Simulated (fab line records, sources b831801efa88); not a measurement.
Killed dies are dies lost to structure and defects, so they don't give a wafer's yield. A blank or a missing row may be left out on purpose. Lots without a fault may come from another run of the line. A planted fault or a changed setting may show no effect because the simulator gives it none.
Problem report in the 8D (eight disciplines) form, filled by code | flow sky130 | the parts of the form that need people (team, actions taken, sign-off) are left out

1. THE PROBLEM
LDD_LDN_OVL at SKY_LDD_LDN_OVL_MEAS_07 reads a mean of 41.9 nm on 9 wafers of 3 lots; wafers without a fault read 0.3 nm with a standard deviation of 1.4. That is +30 standard deviations from the usual mean.
First seen on wafer L363.1, day 29 09:11, on overlay-01. The record holds 39 wafers of 13 lots with a number at this step. Rule for "out", or "out of limits": more than 4 standard deviations from the usual mean. The other wafers with a number count as sound.

2. WHAT IT IS AND WHAT IT IS NOT
question                    | is                     | is not
which readings at this step | LDD_LDN_OVL            | -
which lots                  | L362, L363, L366       | L347, L348, L349, L350, L351, L352, L353, L355, L368, L369
which wafers of those lots  | all that have a number | -
read on which gauges        | overlay-01, overlay-02 | -
when                        | from day 29 09:11      | up to then (24 sound wafers); but 6 sound wafers of L368, L369 came after

3. SUSPECTS, AND WHAT RULES EACH OUT
Counting: a tool at a process step up to the reading stays a suspect if it ran every lot that is out and no sound lot after the first of them.
- the gauge at SKY_LDD_LDN_OVL_MEAS_07: ruled out. The wafers that are out were read on 2 gauges (overlay-01, overlay-02).
- iline_stepper-01 at SKY_LDD_LDN_EXPOSE_04 (exposes mask LDNTM, target cd 700 nm): kept. It ran every lot that is out, first L363 (day 28 20:25), and no sound lot after that; its last sound lot up to then is L353 (day 25 08:25).
Left after counting: iline_stepper-01 at SKY_LDD_LDN_EXPOSE_04.

4. THE CAUSE (what the simulator had put in)
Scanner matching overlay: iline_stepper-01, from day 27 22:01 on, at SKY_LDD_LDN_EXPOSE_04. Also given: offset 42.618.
Counting left only this tool.

5. THE CHAIN OF EFFECTS, in route order
Each row: a reading whose mean over the struck wafers that have a number lies more than 3 standard deviations from the usual. Only readings for which the record gives a usual standard deviation are gone through. hours: the time from each lot's start at the first step in this table that gives one to its start at this step, as a median over the lots. sigmas: the change in usual standard deviations.
hours | step                    | reading     | usual  | on struck wafers | change | sigmas
0     | SKY_LDD_LDN_OVL_MEAS_07 | LDD_LDN_OVL | 0.3 nm | 41.9             | +41.6  | +30
Later measuring or inspecting steps at which every struck wafer that the step has a row for has a number for every such reading, and none has moved that far: SKY_SD_N_CD_MEAS_07.

6. WHAT WOULD HAVE CAUGHT IT SOONER
In this record the first reading out of limits at a measuring or inspecting step was taken at day 29 09:11, 35 hours after the fault began at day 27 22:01.
Of the tool readings at SKY_LDD_LDN_EXPOSE_04 for which the record gives a usual standard deviation, none was out on any struck wafer, so an alarm limit of 4 standard deviations on them would not have fired.
All the lots that are out (3) had begun SKY_LDD_LDN_EXPOSE_04 on iline_stepper-01 by day 29 09:11. A hold on the tool at that time would have spared none of them.
